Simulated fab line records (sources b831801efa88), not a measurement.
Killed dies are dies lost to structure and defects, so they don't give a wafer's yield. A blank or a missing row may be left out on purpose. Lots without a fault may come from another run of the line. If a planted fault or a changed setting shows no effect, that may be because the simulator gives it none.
A struck lot beside a sound one + flow gf180mcu + 32 steps out of a route of 602
Sound: the wafers L865.2, L865.3, L865.4. Wafers struck: L873.3, L873.5, L873.6. At the end, the cause is stated.
Per side, at each step with rows, come the tool, then ch with its chambers, and then its first start. Under that, the readings that differ: sound wafers + struck wafers + difference of the means + sigmas: that difference in standard deviations of wafers without a fault.
alike: readings whose means differ by less than 2 such deviations, and words and numbers that are the same on both sides. not compared: withheld readings, readings that some wafer has no value for, bounds like >300 that may hide the same value, and numbers for which the record gives no deviation and whose values overlap.
The two part at a step that has a row with sigmas, a row that says differs or no value, or rows on one side only. When numbers do not overlap yet have no deviation, they are printed without sigmas and do not part them. A reading that every wafer of one side lacks parts them only if that side has two wafers or more.

GF_HV_LDD_TW_MEAS_23:
  struck on filmMetro-02, day 14 03:35; sound on filmMetro-04, day 11 13:55
  alike: HV_LDD_2_TW
then, 7 steps without rows for these wafers: GF_HV_LDD_DEHYDRATE_24 (time 60 s); GF_HV_LDD_HMDS_25 (prime time 60 s); GF_HV_LDD_COAT_26 (resist thk 1000 nm); GF_HV_LDD_SOFTBAKE_27 (time 60 s); GF_HV_LDD_EXPOSE_28 (exposes mask Nplus HV AREA, target cd 400 nm); GF_HV_LDD_PEB_29; GF_HV_LDD_DEVELOP_30 (develop time 60 s).
GF_HV_LDD_CD_MEAS_31: the cd target is 400 nm.
  struck on cdSem-01, day 15 00:21; sound on cdSem-01, day 12 08:41
  alike: cdNm
GF_HV_LDD_OVL_MEAS_32:
  struck on overlay-01, day 15 00:26; sound on overlay-02, day 12 08:47
  alike: HV_LDD_02_OVL
then, 2 steps without rows for these wafers: GF_HV_LDD_IMPLANT_33; GF_HV_LDD_IMPLANT_34.
GF_HV_LDD_IMPLANT_35:
  sound on implanter-02 ch 0, day 12 09:08; struck on implanter-03 ch 0, day 15 00:49
| reading           | sound                | struck               | difference | sigmas      |
|-------------------|----------------------|----------------------|------------|-------------|
| tiltDeg (degrees) | 30.022 30.007 29.985 | 26.834 26.830 26.789 | -3.187     | -99 or more |
next, for these wafers, 1 step has no rows: GF_HV_LDD_IMPLANT_36.
GF_HV_LDD_STRIP_37: strips in O2/N2.
  sound on plasmaAsher-04 ch 0,1, day 12 09:25; struck on plasmaAsher-01 ch 0,1, day 15 01:06
  alike: drypumpMotorCurrentA, heaterPowerW, oesProductAu, stripTimeToEndpointS
  not compared: rfHoursCounterH
GF_HV_LDD_TW_MEAS_38:
  struck on filmMetro-04, day 15 01:11; sound on filmMetro-02, day 12 09:31
  alike: HV_LDD_3_TW
then, 7 steps without rows for these wafers: GF_HV_LDD_DEHYDRATE_39 (time 60 s); GF_HV_LDD_HMDS_40 (prime time 60 s); GF_HV_LDD_COAT_41 (resist thk 1000 nm); GF_HV_LDD_SOFTBAKE_42 (time 60 s); GF_HV_LDD_EXPOSE_43 (exposes mask Pplus HV AREA, target cd 400 nm); GF_HV_LDD_PEB_44; GF_HV_LDD_DEVELOP_45 (develop time 60 s).
GF_HV_LDD_CD_MEAS_46: the cd target is 400 nm.
  struck on cdSem-01, day 15 22:12; sound on cdSem-01, day 13 04:38
  alike: cdNm
GF_HV_LDD_OVL_MEAS_47:
  struck on overlay-01, day 15 22:17; sound on overlay-02, day 13 04:44
  alike: HV_LDD_03_OVL
next, for these wafers, 1 step has no rows: GF_HV_LDD_IMPLANT_48.
GF_HV_LDD_STRIP_49: strips in O2/N2.
  sound on plasmaAsher-04 ch 0,1, day 13 04:55; struck on plasmaAsher-04 ch 0,1, day 15 22:29
| reading                  | sound             | struck            | difference | sigmas |
|--------------------------|-------------------|-------------------|------------|--------|
| stripTimeToEndpointS (s) | 12.67 12.70 12.69 | 12.58 12.59 12.60 | -0.10      | -2     |
  alike: drypumpMotorCurrentA, heaterPowerW, oesProductAu
  not compared: rfHoursCounterH
GF_HV_LDD_TW_MEAS_50:
  struck on filmMetro-02, day 15 22:35; sound on filmMetro-03, day 13 05:02
  alike: HV_LDD_4_TW
then, 1 step without rows for these wafers: GF_HV_LDD_CLEAN_51 (cleans in SC1/SC2, time 150 s).
GF_HV_LDD_RTA_52: time 10 s.
  sound on rtpAnneal-01 ch 0, day 13 05:08; struck on rtpAnneal-01 ch 0, day 15 22:41
  alike: annealTempCMax, lampPowerPct, wafer_temp_C_max
GF_HV_LDD_RS_MEAS_53: measures by four-point-probe.
  struck on filmMetro-04, day 15 22:47; sound on filmMetro-02, day 13 05:13
| reading            | sound             | struck | difference                    | sigmas |
|--------------------|-------------------|--------|-------------------------------|--------|
| HV_LDD_RS (ohm/sq) | 418.6 419.0 418.0 | - - -  | no value on the struck wafers |        |
then, 1 step without rows for these wafers: GF_HV_LDD_CVD_54 (deposits SiO2 from TEOS, target thk 10 nm, time 75 s).

== WHERE THEY PART ==
Earliest at GF_HV_LDD_IMPLANT_35; latest, in this record, at GF_HV_LDD_RS_MEAS_53.

WHY: the cause the simulator had injected
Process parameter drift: implanter-03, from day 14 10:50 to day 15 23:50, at GF_HV_LDD_IMPLANT_35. A move of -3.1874 in setting tiltDeg, from 30. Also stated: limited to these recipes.
